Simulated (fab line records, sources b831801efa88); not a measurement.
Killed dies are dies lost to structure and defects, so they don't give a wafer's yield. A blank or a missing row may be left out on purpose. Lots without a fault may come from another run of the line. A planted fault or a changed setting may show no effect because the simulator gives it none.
fab line records | flow sky130
record lots=6 wafers=18 last_day=50
route steps=708 shown LDD_N@240 PAD_OPEN@708
lots that met no fault: from a run of the same line without faults
start_h: hours from the record's first day to the start of the lot's first wafer shown | wait_h: hours since the lot's step before | " the same as in the row above | L1.1+2: a row that stands for several wafers | - no value, or no start given | * or withheld: withheld | < > ~ a bound
route shown NAME@n: a module of which the file shows steps, and the number in the route of the first | usual: mean/standard deviation of fault-free wafers | same: alike in all rows | chamber/n: place in a boat | sites: the reading at each site | _std_site: their standard deviation | _edge_site: outer sites' mean less inner sites' | radius_mm: how far each site lies from the wafer's centre | mask NAME#n: copy n | behind: the tool/chamber that last shaped the wafer | hold: why the lot was held/for how many hours/how that ended | device: the transistor (n, p or np) that didn't switch | end of line: the same wafers' tests at the end of the route | a step without rows: its recipe alone | killed: dies lost to structure and defects at the first sort, not the wafer's yield | map: a wafer's dies, x killed, . not, _ none there
set.NAME: the setting as run; set.NAME@STEP: as run at that earlier step | model.NAME: the simulator's own value behind a step, which no gauge read
lots at some steps of the route; a table a step, a row a wafer
services: from which hour (start_h, from the record's first day; less than 0 if before it) a tool's chamber was out of use, for how many hours, and why
## steps
# step SKY_LDD_N_SOFTBAKE_03
# recipe temp_c=90 time_s=60 resist=NOVOLAK
# step SKY_LDD_N_EXPOSE_04
# recipe mask_id=NTM target_cd_nm=840 na=0.6 source_shape=conventional sigma_outer=0.6 dose_mj=110
# step SKY_LDD_N_PEB_05
# recipe temp_c=withheld time_s=* resist=NOVOLAK
# step SKY_LDD_N_DEVELOP_06
# recipe develop_time_s=60 dev_temp_c=23
# step SKY_LDD_N_OVL_MEAS_07
# usual LDD_N_OVL=-0.8/1.4
# columns lot.wafer tool chamber start_h wait_h LDD_N_OVL[nm]
L670.2 overlay-01 - 396.68 0.1 -0.1
L670.3 " - " " -1.2
L670.5 " - " " -1.5
L675.2 overlay-02 - 448.94 0.1 -0.2
L675.5 " - " " -0.7
L675.6 " - " " -0.5
L683.4 overlay-02 - 519.93 0.1 1.9
L683.5 " - " " 1.0
L683.6 " - " " 1.6
L687.1 overlay-02 - 553.17 0.1 -0.7
L687.2 " - " " -1.0
L687.3 " - " " -0.5
L691.1 overlay-02 - 583.27 0.1 -0.3
L691.5 " - " " -1.6
L691.6 " - " " -1.5
L692.1 overlay-01 - 591.02 0.1 -1.9
L692.2 " - " " -2.0
L692.6 " - " " -2.0
# step SKY_LDD_N_IMPLANT_08
# recipe species=As energy_kev=20 dose_cm2=7.5e+13 tilt_deg=withheld rotation_deg=23
# step SKY_LDD_N_IMPLANT_09
# recipe species=As energy_kev=20 dose_cm2=7.5e+13 tilt_deg=withheld rotation_deg=113
# step SKY_LDD_N_IMPLANT_10
# recipe species=As energy_kev=20 dose_cm2=7.5e+13 tilt_deg=withheld rotation_deg=203
# step SKY_LDD_N_IMPLANT_11
# recipe species=As energy_kev=20 dose_cm2=7.5e+13 tilt_deg=withheld rotation_deg=293
# step SKY_LDD_N_IMPLANT_12
# recipe species=BF2 energy_kev=50 dose_cm2=5e+12 tilt_deg=30 rotation_deg=0
# step SKY_LDD_N_IMPLANT_13
# recipe species=BF2 energy_kev=50 dose_cm2=5e+12 tilt_deg=30 rotation_deg=90
# step SKY_LDD_N_IMPLANT_14
# recipe species=BF2 energy_kev=50 dose_cm2=5e+12 tilt_deg=30 rotation_deg=180
# step SKY_LDD_N_IMPLANT_15
# recipe species=BF2 energy_kev=50 dose_cm2=5e+12 tilt_deg=30 rotation_deg=270
# usual end_station_pressure_torr=4.99e-06/2.5e-07 faraday_current_uA=28.1/0.52
# columns lot.wafer tool chamber start_h wait_h end_station_pressure_torr faraday_current_uA
L670.2 implanter-04 0 397.78 0.1 5.13e-06 27.5
L670.3 " 0 " " 4.84e-06 27.1
L670.5 " 0 " " 5.5e-06 28.7
L675.2 implanter-03 0 450.05 0.1 4.9e-06 28.2
L675.5 " 0 " " 5.11e-06 28.5
L675.6 " 0 " " 5.13e-06 29.0
L675.2 implanter-03 0 450.36 0.3 4.97e-06 29.0
L675.5 " 0 " " 5.03e-06 28.1
L675.6 " 0 " " 4.13e-06 28.4
L683.4 implanter-04 0 521.08 0.1 5.01e-06 28.4
L683.5 " 0 " " 5.24e-06 28.0
L683.6 " 0 " " 5.21e-06 28.1
L683.4 implanter-04 0 521.39 0.3 5.63e-06 29.0
L683.5 " 0 " " 5.41e-06 27.8
L683.6 " 0 " " 4.86e-06 29.0
L687.1 implanter-03 0 554.25 0.1 5.02e-06 28.2
L687.2 " 0 " " 4.65e-06 27.8
L687.3 " 0 " " 4.55e-06 29.1
L691.1 implanter-03 0 584.35 0.1 5.41e-06 27.9
L691.5 " 0 " " 5.57e-06 29.0
L691.6 " 0 " " 5.26e-06 27.3
L692.1 implanter-03 0 592.11 0.1 4.75e-06 28.6
L692.2 " 0 " " 4.95e-06 28.4
L692.6 " 0 " " 4.6e-06 28.6
# step SKY_LDD_N_STRIP_16
# recipe chemistry=O2/N2 power_w=1400 pressure_mtorr=1500 platen_temp_c=withheld o2_flow_sccm=3000 n2_flow_sccm=300 overash_fraction=0.5
# usual drypump_motor_current_A=5.83/0.18 n2_flow_sccm=300.1/0.85 o2_flow_sccm=3000/8.7 oes_product_au=0.407/0.0045 strip_time_to_endpoint_s=4.313/0.014
# columns lot.wafer tool chamber start_h wait_h drypump_motor_current_A n2_flow_sccm o2_flow_sccm oes_product_au rf_hours_counter_h strip_time_to_endpoint_s
L670.2 plasma_asher-01 1 397.91 0.1 5.92 302.1 2994 0.405 28 4.332
L670.3 " 0 " " 5.92 299.3 3005 0.406 - 4.313
L670.5 " 0 " " 5.93 299.8 3003 0.406 - 4.307
L675.2 plasma_asher-01 0 450.49 0.1 5.93 299.5 3015 0.410 33 4.308
L675.5 " 0 " " 5.94 300.8 3026 0.410 - 4.334
L675.6 " 1 " " 5.92 300.8 2997 0.401 - 4.323
L683.4 plasma_asher-03 0 521.50 0.1 5.98 299.4 3004 0.416 - 4.295
L683.5 " 1 " " 5.65 299.9 3001 0.401 - 4.320
L683.6 " 0 " " 5.99 300.2 3011 0.412 - 4.317
L687.1 plasma_asher-02 0 554.40 0.1 5.98 300.6 3009 0.403 72 4.318
L687.2 " 1 " " 5.53 300.1 2992 0.410 72 4.321
L687.3 " 1 " " 5.53 300.1 2991 0.405 - 4.332
L691.1 plasma_asher-02 1 584.50 0.1 5.56 299.8 2994 0.407 75 4.309
L691.5 " 1 " " 5.57 300.3 2999 0.406 - 4.313
L691.6 " 0 " " 6.01 299.4 3002 0.416 - 4.316
L692.1 plasma_asher-02 0 592.26 0.1 5.96 299.7 2998 0.405 76 4.329
L692.2 " 1 " " 5.58 299.5 3000 0.408 76 4.323
L692.6 " 1 " " 5.57 300.4 2992 0.401 - 4.340
# step SKY_PAD_OPEN_PROBE_99
# usual killed_at_M0_to_M3=43/6.4 killed_at_M4_up=2.8/1.7 killed_at_contacts=24/5.5 killed_at_front_end=15/4 killed_at_other=0.3/0.54 killed_dies=86/9.1 killed_open=47/6.6 killed_short=39/6.2
# same gross_dies=492 killed_at_back_side=0
# columns lot.wafer tool chamber start_h wait_h killed_at_M0_to_M3 killed_at_M4_up killed_at_contacts killed_at_front_end killed_at_other killed_dies killed_open killed_short model.etest.nfet_01v8_turned.drive_ua_um model.etest.tip_n.rs_ohm_sq model.etest.nfet_01v8_turned.off_log10_a_um model.etest.nfet_01v8_turned.vt_sat_v model.etest.nfet_01v8_turned.vt_v model.etest.nfet_01v8_lvt.vt_sat_v model.etest.nfet_01v8_swapped.vt_sat_v model.etest.nfet_01v8.vt_sat_v
L670.2 prober-01 - 1070.68 0.1 37 1 26 21 0 85 43 42 480 446.2 -13.43 0.6646 0.7071 0.5581 0.6658 0.6611
L670.3 prober-01 - 1070.73 0.2 43 4 25 15 0 87 44 43 496.4 444.3 -13.29 0.6552 0.7031 0.5414 0.6605 0.6536
L670.5 prober-01 - 1070.83 0.2 37 2 24 13 0 76 44 32 499.3 440.9 -13.2 0.65 0.6977 0.534 0.6516 0.6454
L675.2 prober-01 - 1108.37 0.1 44 3 25 14 2 88 48 40 462.1 453.4 -13.56 0.7249 0.7459 0.5689 0.6784 0.6703
L675.5 prober-01 - 1108.52 0.2 47 3 23 19 0 92 56 36 446.9 451.3 -13.41 0.7364 0.7511 0.585 0.6885 0.6834
L675.6 prober-01 - 1108.57 0.2 40 2 30 8 0 80 48 32 459.8 451.2 -13.49 0.7258 0.7431 0.5762 0.6805 0.6758
L683.4 prober-01 - 1155.94 0.2 51 4 30 6 0 91 58 33 486.6 452.7 -13.44 0.7082 0.729 0.5595 0.6696 0.6622
L683.5 prober-01 - 1155.99 0.2 45 4 32 14 0 95 53 42 471.3 451.7 -13.51 0.7205 0.7362 0.5701 0.6772 0.6692
L683.6 prober-01 - 1156.04 0.2 50 4 29 15 0 98 56 42 488.1 447.3 -13.49 0.703 0.7246 0.5548 0.6622 0.6602
L687.1 prober-01 - 1169.85 0.1 42 2 28 20 0 92 46 46 539.8 439.3 -13.21 0.6266 0.6841 0.5098 0.621 0.6236
L687.2 prober-01 - 1169.90 0.1 38 3 32 16 1 90 51 39 513.9 440.6 -13.36 0.6387 0.6896 0.529 0.6401 0.6394
L687.3 prober-01 - 1169.95 0.2 44 3 18 15 0 80 41 39 536.5 437.8 -13.29 0.6276 0.6851 0.514 0.6311 0.6283
L691.1 prober-01 - 1186.85 0.1 37 3 22 22 0 84 47 37 512.3 447.6 -13.35 0.6425 0.6901 0.5306 0.6449 0.6385
L691.5 prober-01 - 1187.05 0.2 39 2 23 17 0 81 41 40 524.8 442.2 -13.25 0.6355 0.6852 0.5264 0.6394 0.6348
L691.6 prober-01 - 1187.10 0.2 40 3 24 15 0 82 44 38 508.4 442.3 -13.33 0.6474 0.6915 0.5335 0.646 0.646
L692.1 prober-02 - 1193.18 0.1 38 2 25 20 0 85 43 42 512.3 441.2 -13.54 0.6438 0.6912 0.5363 0.6454 0.6402
L692.2 prober-02 - 1193.23 0.1 37 4 21 14 0 76 40 36 502.5 444.4 -13.31 0.6511 0.697 0.539 0.6583 0.644
L692.6 prober-02 - 1193.43 0.2 39 1 19 12 1 72 42 30 513.1 442.6 -13.23 0.6424 0.6948 0.5343 0.6425 0.6395
# killed by level:class
L670.2 CONTACT:geometric_particle:open=10 VIA1:geometric_particle:open=9 METAL2:geometric_particle:short=7 FIELD_ISO:geometric_particle:short=6 LOCAL_INTERCONNECT:geometric_particle:short=6 VIA3:geometric_particle:open=6 SPACER:geometric_particle:open=4 LI_CONTACT:geometric_particle:open=4
L670.3 VIA2:geometric_particle:open=10 CONTACT:geometric_particle:open=10 METAL2:geometric_particle:short=8 LI_CONTACT:geometric_particle:open=6 VIA3:geometric_particle:open=5 FIELD_ISO:geometric_particle:short=4 LOCAL_INTERCONNECT:geometric_particle:short=4 CONTACT:geometric_particle:short=4
L670.5 LI_CONTACT:geometric_particle:open=10 VIA2:geometric_particle:open=9 VIA1:geometric_particle:short=7 VIA1:geometric_particle:open=7 CONTACT:geometric_particle:open=6 CONTACT:geometric_particle:short=5 VIA3:geometric_particle:open=4 METAL2:geometric_particle:short=4
L675.2 VIA1:geometric_particle:open=11 CONTACT:geometric_particle:open=9 LI_CONTACT:geometric_particle:short=8 VIA3:geometric_particle:open=6 VIA1:geometric_particle:short=6 METAL2:geometric_particle:short=6 LI_CONTACT:geometric_particle:open=5 VIA2:geometric_particle:open=5
L675.5 CONTACT:geometric_particle:open=10 VIA1:geometric_particle:open=9 FIELD_ISO:geometric_particle:open=8 LI_CONTACT:geometric_particle:open=8 METAL1:geometric_particle:short=8 VIA2:geometric_particle:open=8 VIA1:geometric_particle:short=7 FIELD_ISO:geometric_particle:short=5
L675.6 VIA1:geometric_particle:open=14 CONTACT:geometric_particle:open=11 CONTACT:geometric_particle:short=6 LI_CONTACT:geometric_particle:short=5 VIA2:geometric_particle:open=5 LI_CONTACT:geometric_particle:open=4 LOCAL_INTERCONNECT:geometric_particle:short=4 METAL2:geometric_particle:short=4
L683.4 VIA1:geometric_particle:open=14 LI_CONTACT:geometric_particle:open=12 CONTACT:geometric_particle:open=9 VIA2:geometric_particle:open=9 VIA3:geometric_particle:open=7 METAL3:geometric_particle:short=6 CONTACT:geometric_particle:short=5 METAL1:geometric_particle:short=5
L683.5 VIA1:geometric_particle:open=11 CONTACT:geometric_particle:open=9 METAL3:geometric_particle:short=9 VIA3:geometric_particle:open=8 LI_CONTACT:geometric_particle:open=7 LOCAL_INTERCONNECT:geometric_particle:short=7 POLY_GATE:geometric_particle:open=5 CONTACT:geometric_particle:short=5
L683.6 LI_CONTACT:geometric_particle:open=11 VIA1:geometric_particle:open=11 CONTACT:geometric_particle:open=10 METAL1:geometric_particle:short=9 VIA2:geometric_particle:open=8 POLY_GATE:geometric_particle:short=7 VIA1:geometric_particle:short=7 METAL2:geometric_particle:short=4
L687.1 LI_CONTACT:geometric_particle:open=11 METAL2:geometric_particle:short=10 VIA1:geometric_particle:open=8 FIELD_ISO:geometric_particle:open=6 METAL1:geometric_particle:short=6 CONTACT:geometric_particle:open=6 CONTACT:geometric_particle:short=5 METAL2:geometric_particle:open=5
L687.2 CONTACT:geometric_particle:open=10 VIA1:geometric_particle:open=10 METAL2:geometric_particle:short=9 VIA2:geometric_particle:open=9 POLY_GATE:geometric_particle:short=6 LI_CONTACT:geometric_particle:open=6 LOCAL_INTERCONNECT:geometric_particle:short=6 FIELD_ISO:geometric_particle:open=5
L687.3 VIA1:geometric_particle:open=11 LI_CONTACT:geometric_particle:open=7 VIA1:geometric_particle:short=5 VIA3:geometric_particle:open=5 VIA2:geometric_particle:open=4 CONTACT:geometric_particle:open=4 METAL2:geometric_particle:short=4 METAL3:geometric_particle:short=4
L691.1 VIA1:geometric_particle:open=10 FIELD_ISO:geometric_particle:open=8 CONTACT:geometric_particle:open=7 VIA2:geometric_particle:open=6 POLY_GATE:geometric_particle:short=5 METAL1:geometric_particle:short=5 LI_CONTACT:geometric_particle:open=4 CONTACT:geometric_particle:short=4
L691.5 VIA1:geometric_particle:open=9 LI_CONTACT:geometric_particle:open=7 FIELD_ISO:geometric_particle:open=6 METAL2:geometric_particle:short=6 FIELD_ISO:geometric_particle:short=5 LI_CONTACT:geometric_particle:short=5 CONTACT:geometric_particle:open=5 VIA1:geometric_particle:short=5
L691.6 CONTACT:geometric_particle:open=10 VIA1:geometric_particle:open=8 VIA3:geometric_particle:open=7 FIELD_ISO:geometric_particle:open=5 POLY_GATE:geometric_particle:open=5 CONTACT:geometric_particle:short=5 METAL2:geometric_particle:short=5 VIA2:geometric_particle:short=4
L692.1 CONTACT:geometric_particle:open=8 VIA2:geometric_particle:open=7 FIELD_ISO:geometric_particle:open=6 LI_CONTACT:geometric_particle:open=6 LOCAL_INTERCONNECT:geometric_particle:short=5 VIA1:geometric_particle:open=5 METAL3:geometric_particle:short=5 POLY_GATE:geometric_particle:short=4
L692.2 LI_CONTACT:geometric_particle:open=7 VIA1:geometric_particle:open=7 CONTACT:geometric_particle:short=6 VIA3:geometric_particle:open=6 FIELD_ISO:geometric_particle:short=5 VIA2:geometric_particle:open=5 CONTACT:geometric_particle:open=4 METAL3:geometric_particle:short=4
L692.6 VIA1:geometric_particle:open=9 VIA3:geometric_particle:open=7 LI_CONTACT:geometric_particle:open=6 METAL2:geometric_particle:short=6 CONTACT:geometric_particle:open=5 FIELD_ISO:geometric_particle:open=4 CONTACT:geometric_particle:short=4 POLY_GATE:geometric_particle:open=3
## services
# columns tool chamber start_h hours kind
implanter-03 - 383.01 1.2 repair
implanter-03 - 388.48 3.2 pm
plasma_asher-02 - 419.14 0.8 repair
plasma_asher-01 - 420.99 1.3 repair
plasma_asher-03 - 421.25 9.0 pm
plasma_asher-03 0 421.25 9.0 vent_cycle
plasma_asher-03 1 421.25 9.0 vent_cycle
implanter-04 - 429.36 5.8 repair
plasma_asher-03 0 430.25 - clean
plasma_asher-03 1 430.25 - clean
plasma_asher-01 - 488.50 1.9 repair
implanter-04 - 488.80 3.0 repair
implanter-04 - 491.83 3.5 pm
implanter-03 - 523.86 2.6 repair
implanter-04 - 556.13 16.3 repair
plasma_asher-03 - 588.20 2.9 repair
## key
first_sign step=SKY_LDD_N_IMPLANT_15 reading=visit direction=added
effect none on later readings
model_effect step=SKY_PAD_OPEN_PROBE_99 value=etest.nfet_01v8_turned.drive_ua_um without=499.2 struck=469.1
met_at SKY_LDD_N_IMPLANT_15
struck_wafers L675.2,L675.5,L675.6,L683.4,L683.5,L683.6
tester_left_out L675,L683
fault kind=repeated_step_whole tool=implanter-01,implanter-03,implanter-04 chamber=- onset_h=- steps=SKY_LDD_N_IMPLANT_15 times=1 scope=struck_lots_only
# tester_left_out: of these lots the tester's yield and bins aren't shown, on N5 and GAA mostly nor the transistor test; their killed dies are dies lost to structure and defects alone, not to doping, threshold or leakage, so they don't give the yield
